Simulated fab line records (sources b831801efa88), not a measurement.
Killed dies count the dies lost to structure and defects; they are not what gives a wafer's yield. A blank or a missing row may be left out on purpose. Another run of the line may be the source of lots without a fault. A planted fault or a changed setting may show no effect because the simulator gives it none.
fab line records	flow sky130
record: lots: 6	wafers: 18	last-day: 48
route steps=708 shown VIA4@645 METAL5@661 PAD_OPEN@708
lots that met no fault: taken from a fault-free run of the same line
start-h: hours from the record's opening day to when the first of the lot's shown wafers began	wait-h: how many hours have passed since the lot's step before this one	" as in the row above	L1.1+2: several wafers, shown together as one row	- value missing, or start not given	* or withheld: withheld	< > ~ a bound
route shown NAME@n: names a module that has steps shown in the file, with the first one's number in the route	usual: mean/standard deviation taken from wafers without a fault	same: alike in all rows	chamber/n: place in a boat	sites: each site's reading	_std_site: the values' standard deviation	_edge_site: outer sites' mean less inner sites'	radius-mm: how far each site lies from the wafer's centre	mask NAME#n: copy n	behind: the most recent tool/chamber to have shaped the wafer	hold: why the lot went on hold/how many hours it stayed there/how the hold came to an end	device: the n, p or np transistor that did not switch	end of line: the same wafers' tests at the end of the route	a step without rows: its recipe alone	killed: dies that structure and defects cost at the first sort, which is not the same as the wafer's yield	map: the dies of a wafer, with x for killed, . for not killed, _ for no die there
set.NAME: setting as actually run; set.NAME@STEP: the setting as run at that earlier step	model.NAME: the simulator's own value behind a step, which no gauge read
lots at some steps of the route; a table a step, a row a wafer
services: from which hour (start-h, from the record's first day; less than 0 if before it) a tool's chamber was out of use, for how many hours, and why
== steps ==
step: SKY_VIA4_COAT_06
recipe: resist: NOVOLAK	spin-rpm: 3000	resist-thk-nm: 1140
step: SKY_VIA4_SOFTBAKE_07
recipe: temp-c: 91.05	time-s: 60	resist: NOVOLAK
step: SKY_VIA4_EXPOSE_08
recipe: mask-id: VIM4	na: 0.6	source-shape: conventional	sigma-outer: 0.6	polarization: unpolarized	target-cd-nm: 800	dose-mj: 132
step: SKY_VIA4_PEB_09
recipe: temp-c: withheld	time-s: *	resist: NOVOLAK
step: SKY_VIA4_DEVELOP_10
recipe: resist: NOVOLAK	developer: TMAH	develop-time-s: 60	dev-temp-c: 23
step: SKY_VIA4_OVL_MEAS_11
usual: VIA4_OVL: -0.6/1.1
lot.wafer	tool	chamber	start-h	wait-h	VIA4_OVL[nm]
L757.1	overlay-01	-	992.66	0.1	-1.4
L757.2	"	-	"	"	-0.3
L757.4	"	-	"	"	-0.4
L758.2	overlay-01	-	999.77	0.1	-0.6
L758.3	"	-	"	"	-1.0
L758.4	"	-	"	"	0.0
L764.3	overlay-01	-	1047.98	0.1	-1.0
L764.4	"	-	"	"	0.2
L764.5	"	-	"	"	-1.2
L766.2	overlay-01	-	1075.32	0.1	-0.1
L766.3	"	-	"	"	-0.7
L766.5	"	-	"	"	-0.7
L770.2	overlay-01	-	1084.07	0.1	-0.5
L770.3	"	-	"	"	0.2
L770.4	"	-	"	"	0.8
L771.1	overlay-01	-	1087.22	0.1	-1.2
L771.2	"	-	"	"	-0.2
L771.5	"	-	"	"	1.1
step: SKY_VIA4_ETCH_12
recipe: target: SiO2	chemistry: C4F8/O2/Ar	stop-on: TiN	mask-material: NOVOLAK	source-w: 1500	bias-w: 1200	pressure-mtorr: 40	c4f8-flow-sccm: withheld	O2_flow_sccm: 6	Ar_flow_sccm: 300	time-s: withheld	target-depth-a: 5800
usual: oes-product-au: 0.926/0.0041
lot.wafer	tool	chamber	start-h	wait-h	oes-product-au
L757.1	rie-diel-01	3	992.70	0.0	0.929
L757.2	"	0	"	"	0.930
L757.4	"	2	"	"	0.926
L758.2	rie-diel-03	1	999.80	0.0	0.931
L758.3	"	0	"	"	0.924
L758.4	"	1	"	"	0.924
L764.3	rie-diel-02	3	1048.00	0.0	0.925
L764.4	"	0	"	"	0.922
L764.5	"	0	"	"	0.926
L766.2	rie-diel-01	1	1075.35	0.0	0.923
L766.3	"	0	"	"	0.931
L766.5	"	0	"	"	0.930
L770.2	rie-diel-02	2	1084.10	0.0	0.925
L770.3	"	3	"	"	0.933
L770.4	"	0	"	"	0.924
L771.1	rie-diel-02	2	1087.25	0.0	0.920
L771.2	"	1	"	"	0.924
L771.5	"	3	"	"	0.925
step: SKY_VIA4_STRIP_13
recipe: chemistry: O2/N2	power-w: 1400	pressure-mtorr: 1500	platen-temp-c: withheld	o2-flow-sccm: 3000	n2-flow-sccm: 300	overash-fraction: 0.5
usual: drypump-motor-current-A: 5.8/0.46	oes-product-au: 0.710/0.0044	strip-time-to-endpoint-s: 12.796/0.026
lot.wafer	tool	chamber	start-h	wait-h	drypump-motor-current-A	oes-product-au	rf-hours-counter-h	strip-time-to-endpoint-s
L757.1	plasma-asher-02	1	992.77	-	6.5	0.713	24	12.815
L757.2	"	0	"	"	5.3	0.707	24	12.809
L757.4	"	1	"	"	6.5	0.702	-	12.768
L758.2	plasma-asher-03	1	999.87	-	5.9	0.713	114	12.805
L758.3	"	1	"	"	5.9	0.708	-	12.829
L758.4	"	0	"	"	6.0	0.718	-	12.799
L764.3	plasma-asher-04	1	1048.11	-	5.6	0.707	-	12.806
L764.4	"	0	"	"	5.0	0.714	-	12.813
L764.5	"	1	"	"	5.6	0.702	-	12.777
L766.2	plasma-asher-02	0	1075.42	-	5.2	0.704	33	12.801
L766.3	"	0	"	"	5.2	0.709	-	12.799
L766.5	"	0	"	"	5.2	0.715	-	12.796
L770.2	plasma-asher-03	1	1084.17	-	5.9	0.704	2	12.803
L770.3	"	1	"	"	5.9	0.712	-	12.796
L770.4	"	0	"	"	6.0	0.710	-	12.794
L771.1	plasma-asher-03	1	1087.33	-	5.9	0.707	2	12.833
L771.2	"	0	"	"	6.0	0.709	2	12.743
L771.5	"	0	"	"	6.0	0.708	-	12.778
step: SKY_VIA4_STRIP_14
recipe: chemistry: post-etch-residue-remover	time-s: 1200	temp-c: 72.5
step: SKY_VIA4_CLEAN_15
recipe: chemistry: IPA	time-s: 180	temp-c: 25
step: SKY_VIA4_CLEAN_16
recipe: chemistry: O3/DIW	dry: n2-spin
step: SKY_VIA4_SPUTTER_17
recipe: material: TiN	target-thk-nm: 20	chamber-pressure-pa: 5	power-w: 4000	time-s: 80
usual: cathode-dc-power-W: 4000.0/0.78	throttle-valve-pct: 29.9/1.2
lot.wafer	tool	chamber	start-h	wait-h	cathode-dc-power-W	throttle-valve-pct
L757.1	pvd-sputter-04	-	993.40	0.0	3999.3	27.6
L757.2	"	-	"	"	3999.9	29.6
L757.4	"	-	"	"	3998.9	31.1
L758.2	pvd-sputter-02	-	1000.55	0.0	3998.9	29.6
L758.3	"	-	"	"	4000.0	31.3
L758.4	"	-	"	"	4000.7	29.9
L764.3	pvd-sputter-02	-	1048.75	0.0	4000.1	31.4
L764.4	"	-	"	"	3999.9	30.0
L764.5	"	-	"	"	4000.1	31.4
L766.2	pvd-sputter-02	-	1076.18	0.0	3998.8	29.7
L766.3	"	-	"	"	4000.1	29.9
L766.5	"	-	"	"	3998.7	29.6
L770.2	pvd-sputter-04	-	1084.80	0.0	4000.8	29.5
L770.3	"	-	"	"	4000.2	31.3
L770.4	"	-	"	"	4000.0	30.5
L771.1	pvd-sputter-04	-	1087.96	0.0	3999.0	30.6
L771.2	"	-	"	"	3998.9	31.0
L771.5	"	-	"	"	3999.3	29.5
step: SKY_VIA4_CVD_18
recipe: material: W	target-thk-nm: 505	time-s: 152.14	temp-c: 400	pressure-torr: 40
usual: heater-power-w: 780/69
lot.wafer	tool	chamber	start-h	wait-h	heater-power-w	model.W_of_VIA4_CVD_18.thk-nm
L757.1	cvd-w-01	0	993.46	0.0	849	515.3
L757.2	"	1	"	"	672	521.1
L757.4	"	1	"	"	670	519.6
L758.2	cvd-w-02	0	1000.61	0.0	772	496.7
L758.3	"	1	"	"	828	499.6
L758.4	"	0	"	"	768	496.3
L764.3	cvd-w-02	0	1048.86	0.1	786	801.1
L764.4	"	1	"	"	828	505
L764.5	"	1	"	"	831	506.6
L766.2	cvd-w-02	1	1076.24	0.0	816	511.4
L766.3	"	0	"	"	777	799.3
L766.5	"	1	"	"	840	504.9
L770.2	cvd-w-01	0	1084.86	0.0	833	506.3
L770.3	"	1	"	"	666	509.5
L770.4	"	0	"	"	840	509.4
L771.1	cvd-w-01	0	1088.02	0.0	842	506.6
L771.2	"	1	"	"	693	505.6
L771.5	"	0	"	"	827	507
step: SKY_VIA4_RS_MEAS_19
recipe: thk-meas-gauge: four-point-probe	reads: W_of_VIA4_CVD_18+TiN_of_VIA4_SPUTTER_17
usual: VIA4_W_RS: 0.2247/0.0024
lot.wafer	tool	chamber	start-h	wait-h	VIA4_W_RS[ohm/sq]
L757.1	film-metro-01	-	993.61	0.1	0.2212
L757.2	"	-	"	"	0.2193
L757.4	"	-	"	"	0.2196
L758.2	film-metro-03	-	1000.78	0.1	0.2301
L758.3	"	-	"	"	0.2288
L758.4	"	-	"	"	0.2302
L764.3	film-metro-03	-	1049.00	0.1	0.1422
L764.4	"	-	"	"	0.2264
L764.5	"	-	"	"	0.2254
L766.2	film-metro-02	-	1076.41	0.1	0.2238
L766.3	"	-	"	"	0.1429
L766.5	"	-	"	"	0.2266
L770.2	film-metro-03	-	1085.03	0.1	0.2253
L770.3	"	-	"	"	0.2246
L770.4	"	-	"	"	0.2244
L771.1	film-metro-03	-	1088.17	0.1	0.2257
L771.2	"	-	"	"	0.2263
L771.5	"	-	"	"	0.2256
step: SKY_VIA4_THK_MEAS_20
recipe: thk-meas-gauge: xrf	reads: W_of_VIA4_CVD_18
usual: VIA4_W_THK: 512/6.3
lot.wafer	tool	chamber	start-h	wait-h	VIA4_W_THK[nm]
L757.1	film-metro-01	-	993.73	0.1	516
L757.2	"	-	"	"	521
L757.4	"	-	"	"	520
L758.2	film-metro-03	-	1000.89	0.1	495
L758.3	"	-	"	"	498
L758.4	"	-	"	"	496
L764.3	film-metro-03	-	1049.10	0.1	815
L764.4	"	-	"	"	513
L764.5	"	-	"	"	510
L766.2	film-metro-02	-	1076.52	0.1	511
L766.3	"	-	"	"	800
L766.5	"	-	"	"	506
L770.2	film-metro-03	-	1085.14	0.1	513
L770.3	"	-	"	"	516
L770.4	"	-	"	"	514
L771.1	film-metro-03	-	1088.29	0.1	512
L771.2	"	-	"	"	511
L771.5	"	-	"	"	514
step: SKY_VIA4_CMP_21
recipe: stop-on: SiO2	t-overpolish-s: 25	down-force-psi: 3.5	platen-rpm: 60	target-thk-nm: 0	pad-velocity-m-s: 0.94248
usual: edge-zone-pressure-frac: 1.000/0.0049	motor-current-A: 11.2/1.1	platen-rpm: 60.00/0.047	time-to-endpoint-s: 122/4.5
lot.wafer	tool	chamber	start-h	wait-h	edge-zone-pressure-frac	motor-current-A	platen-rpm	time-to-endpoint-s
L757.4	cmp-01	2	994.05	0.3	0.995	10.1	60.03	118
L757.2	"	3	"	"	0.998	9.6	60.00	113
L757.1	"	1	"	"	0.998	11.8	60.01	122
L758.4	cmp-02	2	1001.07	0.2	0.997	11.8	60.03	119
L758.2	"	0	"	"	0.996	10.9	60.05	121
L758.3	"	1	"	"	1.002	11.6	60.02	115
L764.3	cmp-01	1	1049.14	0.0	0.999	11.6	60.00	189
L764.4	"	3	"	"	1.005	10.5	59.90	120
L764.5	"	1	"	"	1.007	12.3	60.06	122
L766.2	cmp-02	1	1076.61	0.1	0.990	12.4	60.01	129
L766.3	"	2	"	"	1.003	11.9	59.97	203
L766.5	"	2	"	"	0.999	12.1	60.05	128
L770.3	cmp-01	2	1085.35	0.2	0.998	10.3	60.00	122
L770.4	"	3	"	"	1.005	10.1	60.08	119
L770.2	"	0	"	"	1.005	14.0	60.12	120
L771.2	cmp-02	1	1088.35	0.0	1.001	12.4	60.03	132
L771.1	"	2	"	"	1.005	12.2	60.06	130
L771.5	"	2	"	"	0.996	12.0	60.00	136
step: SKY_METAL5_SPUTTER_00
recipe: material: Ti	target-thk-nm: 15	power-w: 3000	time-s: 10	chamber-pressure-pa: 0.4
usual: cathode-dc-power-W: 2999.9/0.48	throttle-valve-pct: 30.2/0.85
lot.wafer	tool	chamber	start-h	wait-h	cathode-dc-power-W	throttle-valve-pct
L757.1	pvd-sputter-01	-	994.35	0.1	3000.9	30.6
L757.2	"	-	"	"	2999.9	28.5
L757.4	"	-	"	"	2999.5	30.0
L758.2	pvd-sputter-01	-	1001.37	0.1	2999.1	30.4
L758.3	"	-	"	"	2999.3	30.2
L758.4	"	-	"	"	3000.4	30.5
L764.3	pvd-sputter-03	-	1049.44	0.2	2999.2	31.0
L764.4	"	-	"	"	3000.4	29.8
L764.5	"	-	"	"	2999.4	31.3
L766.2	pvd-sputter-01	-	1076.91	0.2	3000.0	28.6
L766.3	"	-	"	"	2999.6	30.0
L766.5	"	-	"	"	3000.3	28.6
L770.2	pvd-sputter-03	-	1085.60	0.1	3000.3	31.4
L770.3	"	-	"	"	2999.2	31.0
L770.4	"	-	"	"	3000.2	30.3
L771.1	pvd-sputter-03	-	1088.65	0.2	2999.5	29.6
L771.2	"	-	"	"	2999.5	31.7
L771.5	"	-	"	"	3000.4	29.9
step: SKY_PAD_OPEN_PROBE_99
usual: defect-limited-yield: 82.5/1.9	killed_at_M0_to_M3: 44/6.6	killed_at_M4_up: 3.0/2	killed-at-contacts: 24/5.1	killed-at-front-end: 15/4.1	killed-at-other: 0.4/0.62	killed-dies: 86/9.3	killed-open: 46/6.8	killed-short: 40/5.8	sort_bin_3_pad_short: 0.8/0.4	sort_bin_5_function: 10.3/1.4	sort_bin_6_memory: 6.4/1	sort-n-pass: 406/9.3	sort-yield-pct: 82.5/1.9
same: gross-dies: 492	killed-at-back-side: 0	sort_bin_4_leakage[%]: 0	sort_bin_8_speed[%]: 0
lot.wafer	tool	chamber	start-h	wait-h	defect-limited-yield[%]	killed_at_M0_to_M3	killed_at_M4_up	killed-at-contacts	killed-at-front-end	killed-at-other	killed-dies	killed-open	killed-short	sort_bin_3_pad_short[%]	sort_bin_5_function[%]	sort_bin_6_memory[%]	sort-n-pass	sort-yield-pct[%]
L758.2	prober-01	-	1071.38	0.1	84.6	37	5	18	14	2	76	36	40	1.6	8.3	5.5	416	84.6
L758.3	prober-01	-	1071.43	0.2	82.5	40	3	31	12	0	86	50	36	0	11.4	6.1	406	82.5
L758.4	prober-01	-	1071.48	0.2	82.9	45	5	20	13	1	84	40	44	1.2	9.8	6.1	408	82.9
killed by level:class
L758.2 METAL2:geometric-particle:short=11 FIELD_ISO:geometric-particle:short=7 LI_CONTACT:geometric-particle:open=7 VIA1:geometric-particle:open=6 VIA2:geometric-particle:open=6 FIELD_ISO:geometric-particle:open=5 CONTACT:geometric-particle:short=5 VIA3:geometric-particle:open=4
L758.3 VIA1:geometric-particle:open=11 LI_CONTACT:geometric-particle:open=9 CONTACT:geometric-particle:open=8 METAL2:geometric-particle:short=7 VIA2:geometric-particle:open=6 POLY_GATE:geometric-particle:open=5 CONTACT:geometric-particle:short=5 LI_CONTACT:geometric-particle:short=4
L758.4 METAL2:geometric-particle:short=9 CONTACT:geometric-particle:open=8 VIA1:geometric-particle:open=8 METAL1:geometric-particle:short=6 FIELD_ISO:geometric-particle:open=5 VIA2:geometric-particle:open=5 VIA3:geometric-particle:open=5 LOCAL_INTERCONNECT:geometric-particle:short=4
== services ==
tool	chamber	start-h	hours	kind
pvd-sputter-01	3	970.77	-	consumable-replace:kit
pvd-sputter-01	3	970.77	18.0	scheduled-down
pvd-sputter-01	3	970.77	18.0	vent-cycle
cmp-01	-	972.04	1.9	repair
rie-diel-02	-	977.39	15.6	pm
rie-diel-03	3	991.12	9.3	repair
pvd-sputter-03	2	991.43	-	consumable-replace:kit
pvd-sputter-03	2	991.43	18.0	scheduled-down
pvd-sputter-03	2	991.43	18.0	vent-cycle
rie-diel-01	0	1002.29	12.7	repair
plasma-asher-04	-	1002.30	2.8	pm
pvd-sputter-04	1	1007.60	-	consumable-replace:kit
pvd-sputter-04	1	1007.60	18.0	scheduled-down
pvd-sputter-04	1	1007.60	18.0	vent-cycle
cmp-02	-	1020.13	6.5	pm
cmp-01	-	1026.65	5.8	pm
plasma-asher-03	-	1055.34	9.0	pm
plasma-asher-03	0	1055.34	9.0	vent-cycle
plasma-asher-03	1	1055.34	9.0	vent-cycle
cvd-w-01	0	1056.86	7.8	repair
rie-diel-01	-	1068.22	0.4	repair
rie-diel-03	3	1069.05	4.4	repair
cmp-02	-	1081.62	0.4	repair
cmp-02	-	1084.22	4.0	pm
== key ==
first-sign: step: SKY_VIA4_RS_MEAS_19	reading: VIA4_W_RS	direction: down	sigmas: 35	usual: 0.2247	struck: 0.1425
effect: step: SKY_VIA4_THK_MEAS_20	reading: VIA4_W_THK	direction: up	sigmas: 47	usual: 512	struck: 808
effect: step: SKY_VIA4_CMP_21	reading: time-to-endpoint-s	direction: up	sigmas: 17	usual: *	struck: *
model-effect: step: SKY_VIA4_CVD_18	value: W_of_VIA4_CVD_18.thk-nm	without: 503	struck: 800.2
met-at SKY_VIA4_CVD_18
struck-wafers L764.3,L766.3
onset-between 1000.61 1048.86
fault: kind: process-parameter-drift	tool: cvd-w-02	chamber: 0	onset-h: 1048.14	steps: SKY_VIA4_CVD_18	channel: target-thk-nm	offset: 298.44	shape: step	end-h: 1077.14	acts-in: these-recipes-only	stated: 505
